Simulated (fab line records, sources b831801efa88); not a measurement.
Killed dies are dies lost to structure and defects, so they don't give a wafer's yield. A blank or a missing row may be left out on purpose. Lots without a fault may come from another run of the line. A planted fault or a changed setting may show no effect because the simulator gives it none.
Chamber matching | flow sfq_line | SFQ_TRILAYER_I7_CMP_CMP_184 on cmp-02: 4 sister chambers
The step polishes SiO2. 14 wafers are shown with their chamber, then 7 later ones without.

WAFERS WITH THEIR CHAMBER
wafer  | chamber | motor_current_A (A) | time_to_endpoint_s (s) | edge_zone_pressure_frac
L174.1 | 0       | 11.1                | 204                    | 1.019
L174.4 | 3       | 10.3                | 205                    | 1.004
L174.6 | 3       | 10.7                | 203                    | 1.008
L177.3 | 2       | 11.3                | 211                    | 1.000
L177.1 | 0       | 11.1                | 218                    | 1.000
L177.4 | 1       | 10.0                | 231                    | 0.999
L178.2 | 3       | 10.4                | 212                    | 1.006
L178.4 | 0       | 10.8                | 227                    | 1.005
L178.6 | 2       | 11.6                | 211                    | 0.996
L180.1 | 1       | 9.7                 | 225                    | 1.002
L180.4 | 3       | 10.4                | 213                    | 0.996
L180.5 | 0       | 11.3                | 226                    | 0.997
L182.2 | 0       | 11.4                | 214                    | 0.993
L182.1 | 3       | 10.8                | 213                    | 1.006

SIGNATURES (means of the wafers above)
reading                 | chamber 0 | chamber 1 | chamber 2 | chamber 3 | scatter within a chamber
motor_current_A         | 11.140    | 9.850     | 11.450    | 10.520    | 0.221
time_to_endpoint_s      | 217.80    | 228.00    | 211.00    | 209.20    | 6.84
edge_zone_pressure_frac | 1.00280   | 1.00050   | 0.99800   | 1.00400   | 0.00711
Rule: a wafer's distance from a chamber is the root of the sum, over the readings, of the square of ((its reading less the chamber's mean) divided by the reading's scatter). The wafer belongs to the nearest chamber; if the next one is less than 2 further off, it can't be placed. The scatter: the root of (the sum of the squares of (reading less its chamber's mean) over the shown wafers, divided by (wafers less chambers)).

WAFERS WITHOUT THEIR CHAMBER
wafer  | motor_current_A (A) | time_to_endpoint_s (s) | edge_zone_pressure_frac
L182.5 | 11.4                | 229                    | 0.995
L186.3 | 11.0                | 217                    | 0.998
L186.4 | 11.1                | 211                    | 0.997
L186.6 | 10.8                | 206                    | 0.994
L190.1 | 10.5                | 201                    | 1.007
L190.2 | 11.4                | 203                    | 1.000
L190.5 | 11.5                | 227                    | 1.002

WHICH CHAMBER EACH WENT THROUGH
wafer  | from the rows above          | in truth
L182.5 | can't be placed: 0 or 2      | 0
L186.3 | can't be placed: 0 or 2 or 3 | 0
L186.4 | can't be placed: 0 or 2 or 3 | 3
L186.6 | can't be placed: 3 or 0 or 2 | 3
L190.1 | 3                            | 3
L190.2 | can't be placed: 2 or 0      | 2
L190.5 | can't be placed: 0 or 2      | 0
Placed correctly: 1 of 7. Can't be placed from these rows: 6 (the true chamber is among the candidates in 6). Placed wrongly: 0.
